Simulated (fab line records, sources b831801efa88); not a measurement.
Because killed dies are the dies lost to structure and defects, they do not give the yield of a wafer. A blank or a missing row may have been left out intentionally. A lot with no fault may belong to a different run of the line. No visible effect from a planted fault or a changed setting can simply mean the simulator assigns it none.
Struck lot and sound lot, side by side    flow sky130    16 out of 708 route steps
Sound: these wafers, L271.2, L271.4, L271.6. Struck: wafers L284.1, L284.2, L284.5. The cause is named last.
Order at every step that has rows: each side's tool, ch and its chambers, its first start. Under that, the readings that differ: sound wafers    struck wafers    difference of the means    sigmas: that difference in standard deviations of wafers without a fault.
alike: readings whose means differ by less than 2 such deviations, and words and numbers that are the same on both sides. not compared: withheld readings, readings that some wafer has no value for, bounds like >300 that may hide the same value, and numbers for which the record gives no deviation and whose values overlap.
A row with sigmas, a row that says differs or no value, or rows on one side alone: a step with any of these is where the two part. Non-overlapping numbers with no deviation appear without sigmas and do not part them. Lack of a reading on every wafer of one side parts them only where that side has two or more wafers.

first, 5 steps without rows for these wafers: SKY_SONOS_TUNNEL_COAT_02 (resist thk 1140 nm); SKY_SONOS_TUNNEL_SOFTBAKE_03 (time 60 s); SKY_SONOS_TUNNEL_EXPOSE_04 (exposes mask TUNM, target cd 410 nm); SKY_SONOS_TUNNEL_PEB_05; SKY_SONOS_TUNNEL_DEVELOP_06 (develop time 60 s).
SKY_SONOS_TUNNEL_CD_MEAS_07: the cd target is 410 nm.
  sound on cdSem-02, day 10 19:58; struck on cdSem-02, day 15 13:31
  alike: cdNm
SKY_SONOS_TUNNEL_OVL_MEAS_08:
  sound on overlay-02, day 10 20:04; struck on overlay-02, day 15 13:38
  alike: SONOS_TUNNEL_OVL
then, 3 steps without rows for these wafers: SKY_SONOS_TUNNEL_IMPLANT_09; SKY_SONOS_TUNNEL_WET_ETCH_10 (etches SiO2 in dHF, target depth 14 nm, time 280 s); SKY_SONOS_TUNNEL_STRIP_11 (strips in SPM, time 600 s).
SKY_SONOS_TUNNEL_TW_MEAS_12:
  sound on filmMetro-02, day 10 20:31; struck on filmMetro-02, day 15 14:06
  alike: SONOS_TUNNEL_TW
then, 1 step without rows for these wafers: SKY_SONOS_TUNNEL_CLEAN_13 (cleans in dHF, time 20 s).
SKY_SONOS_ONO_OXIDATION_00: stabilise 600 s, purge 300 s, target thk 2.6 nm.
  sound on furnace-02 ch 0, day 10 22:34; struck on furnace-02 ch 0, day 15 15:38
reading                                          sound              struck                difference  sigmas
spikeTcBottomC (C)                               823.1 820.2 821.5  791.7 790.2 791.8     -30.4       -20
spikeTcCentreC (C)                               798.8 799.3 801.5  768.7 769.6 769.3     -30.7       -26
spikeTcLowerC (C)                                800.1 801.9 800.7  768.6 766.8 770.6     -32.2       -27
spikeTcTopC (C)                                  815.0 814.1 814.0  784.2 786.0 783.6     -29.8       -15
spikeTcUpperC (C)                                798.3 796.3 798.9  768.0 767.4 766.5     -30.5       -28
tubeCenterTempC (C)                              800 799.98 799.97  769.27 769.32 769.24  -30.71      -99 or more
tube_center_temp_C_max                           802.5 801.6 803.0  771.1 770.9 771.8     -31.1       -86
zonePowerBottomPct (%)                           20.06 20.05 19.84  18.48 18.28 18.63     -1.52       -6
model.SiO2_of_SONOS_ONO_OXIDATION_00.thkNm (nm)  2.588 2.586 2.577  1.708 1.636 1.691     -0.905      
  alike: zonePowerCentrePct
SKY_SONOS_ONO_THK_MEAS_01:
  sound on filmMetro-03, day 10 23:55; struck on filmMetro-03, day 15 16:59
reading                       sound           struck          difference  sigmas
SONOS_ONO_OXIDATION_THK (nm)  2.56 2.57 2.54  1.75 1.63 1.65  -0.88       -14
then, 1 step without rows for these wafers: SKY_SONOS_ONO_CVD_02 (deposits Si3N4 from DCS/NH3, target thk 10.5 nm, time 180 s).
-- record jumps: 33 days separate the struck wafers' starts on either side; left off in module SONOS_ONO, taken up again in module PAD_OPEN, whose first shown step is the route's number 708 --
SKY_PAD_OPEN_PROBE_99:
  sound on prober-01, day 45 00:43; struck on prober-02, day 48 15:24
reading                                sound                 struck                  difference  sigmas
model.etest.sonosErased.driveUaUm      165.8 190.6 167.6     253.2 215.2 213         +52.5       
model.etest.capOno.gateLog10ACm2       -8.364 -8.155 -8.114  -7.116 -7.037 -6.989    +1.164      
model.etest.capOno.gateBvV (V)         16.5 16.68 16.59      15.61 15.8 15.71        -0.88       
model.etest.capOno.toxAccNm (nm)       13.18 13.08 13.03     12.23 12.15 12.2        -0.90       
model.etest.pfetG5v0d10v5.offLog10AUm  -12.67 -12.44 -13.01  -11.74 -11.66 -11.73    +1.00       
model.etest.sonosErased.vtV (V)        -2.159 -2.245 -2.215  -2.627 -2.602 -2.601    -0.404      
model.etest.sonosBaked.vtLessV (V)     -0.45 -0.441 -0.5028  -0.6994 -0.8095 -0.795  -0.3034     
  alike: killed_at_M0_to_M3, killed_at_M4_up, killedAtContacts, killedAtFrontEnd, killedAtOther, killedDies, killedOpen, killedShort
  not compared: model.etest.sonosUncharged.rOnOhmUm

WHERE THEY PART
At SKY_SONOS_ONO_OXIDATION_00 first; at SKY_SONOS_ONO_THK_MEAS_01 last (within this record only). Later steps at which nothing parts them and some readings are alike: SKY_PAD_OPEN_PROBE_99.

WHY: the cause the simulator had injected
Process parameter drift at SKY_SONOS_ONO_OXIDATION_00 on furnace-02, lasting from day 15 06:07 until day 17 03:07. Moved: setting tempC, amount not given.
